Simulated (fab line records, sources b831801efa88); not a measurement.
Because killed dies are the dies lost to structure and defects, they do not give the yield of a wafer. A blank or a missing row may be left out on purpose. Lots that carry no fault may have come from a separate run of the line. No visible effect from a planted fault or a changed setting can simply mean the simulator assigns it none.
Matching of chambers -- flow sky130 -- rie diel-03 running SKY_POLY_CUT_ETCH_11: 4 sister chambers
The step etches Si3N4 in CF4/CH2F2/Ar, stops on poly-Si, time 42.5 s, target depth 60 nm. 8 wafers are shown with their chamber, then 7 later ones without.

## EACH WAFER AND ITS CHAMBER
wafer,chamber,drypump motor current A (A),throttle valve pct (%)
L729.2,3,5.79,14.999
L729.5,1,5.54,14.992
L729.6,2,5.67,14.981
L733.1,1,5.52,14.985
L733.2,0,6.00,14.993
L733.4,3,5.79,14.995
L734.2,2,5.68,14.992
L734.4,0,5.99,14.996

## WAFERS MISSING THEIR CHAMBER
wafer,drypump motor current A (A),throttle valve pct (%)
L734.5,5.98,14.992
L736.3,6.00,15.003
L736.4,5.55,14.986
L736.5,5.50,14.995
L748.2,5.66,15.004
L748.3,5.76,14.993
L748.6,5.50,14.993

## EACH ONE'S CHAMBER
wafer,from the rows above,in truth
L734.5,0,0
L736.3,0,0
L736.4,1,1
L736.5,1,1
L748.2,2,2
L748.3,3,3
L748.6,1,1
Correct placement for 7 of the 7. Can't be placed from these rows: 0. Wrongly placed: 0.
How it was worked out, from the rows above alone: a wafer's distance from a chamber is the root of the sum, over the readings, of the square of ((its reading less the chamber's mean) divided by the reading's scatter). If the next closest chamber is less than 2 further off than the closest, the wafer can't be placed; otherwise it belongs to the closest. A chamber's mean is the mean of its shown wafers. How the scatter is found: for the shown wafers, subtract from each reading the mean of its chamber, square and add these, divide the total by (wafers less chambers), then take the root.
